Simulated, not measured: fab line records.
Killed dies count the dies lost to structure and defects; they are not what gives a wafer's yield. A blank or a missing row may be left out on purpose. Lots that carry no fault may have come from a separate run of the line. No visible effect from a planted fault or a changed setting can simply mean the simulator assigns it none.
2 desks, one fault    flow sky130    every desk sees just its own numbers, and what lay behind them comes last

== THE METROLOGY DESK ==
Lot by lot, what the gauges showed, no matter which tool ran the lot: averages of those sampled wafers that carry a number. Marked OUT: a lot whose mean sits more than 4 standard deviations from the usual mean, which makes it out of limits; the brackets give that distance.
Columns: A = VIA3_HDPCVD_THK at SKY_VIA3_THK_MEAS_01, usual 1633 nm
lot   first seen here  A
L883  day 38 09:42     1634
L884  day 38 18:29     1618
L885  day 39 00:56     1631
L887  day 39 09:41     1613
L886  day 39 11:42     1638
L889  day 40 09:59     1615
L890  day 40 16:32     1621
L891  day 41 05:33     1646
L897  day 42 18:35     1638
L898  day 43 03:45     1647
L899  day 43 05:15     1624
L901  day 43 18:32     1661
L906  day 44 19:21     1634
Result from this desk: across the 13 lots, nothing is out of limits.

== FOR THE TOOL OWNER'S DESK: wet bench-03 ==
The tool's own readings at SKY_FIELD_ISO_WET_ETCH_18 (etches Si3N4 in H3PO4, target depth 25 nm, time 286 s): means of the sampled wafers that have a number, for each lot that ran on this tool. Marked OUT: a lot whose mean sits more than 4 standard deviations from the usual mean, which makes it out of limits; the brackets give that distance.
Columns: A = bath guard temp C at SKY_FIELD_ISO_WET_ETCH_18, usual 160.1 C; B = run length s at SKY_FIELD_ISO_WET_ETCH_18, usual 314 s
lot   first seen here  A      B
L886  day 2 23:53      159.7  320
L887  day 3 05:05      160.0  321
L890  day 3 17:07      160.4  451 (+36) OUT
L897  day 5 04:49      160.5  447 (+35) OUT
Finding of this desk: L890, L897 out of limits; the first was L890 at day 3 17:07, on run length s at SKY_FIELD_ISO_WET_ETCH_18. Within limits: L886, L887.

== TAKEN TOGETHER ==
An alarm could have come from the tool owner's desk at day 3 17:07, on L890, L897.
At the metrology desk, nothing out of limits was observed.
The metrology desk holds a record of L890, L897, inside its limits.
Of the lots named, all ran SKY_FIELD_ISO_WET_ETCH_18 on wet bench-03.

== WHAT THE SIMULATOR PUT IN ==
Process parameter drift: wet bench-03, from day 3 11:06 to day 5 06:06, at SKY_FIELD_ISO_WET_ETCH_18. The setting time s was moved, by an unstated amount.
Shown lots that were struck: L890, L897.
Hours from the fault's start to each desk's first reading out of limits: the tool owner's desk, 6.
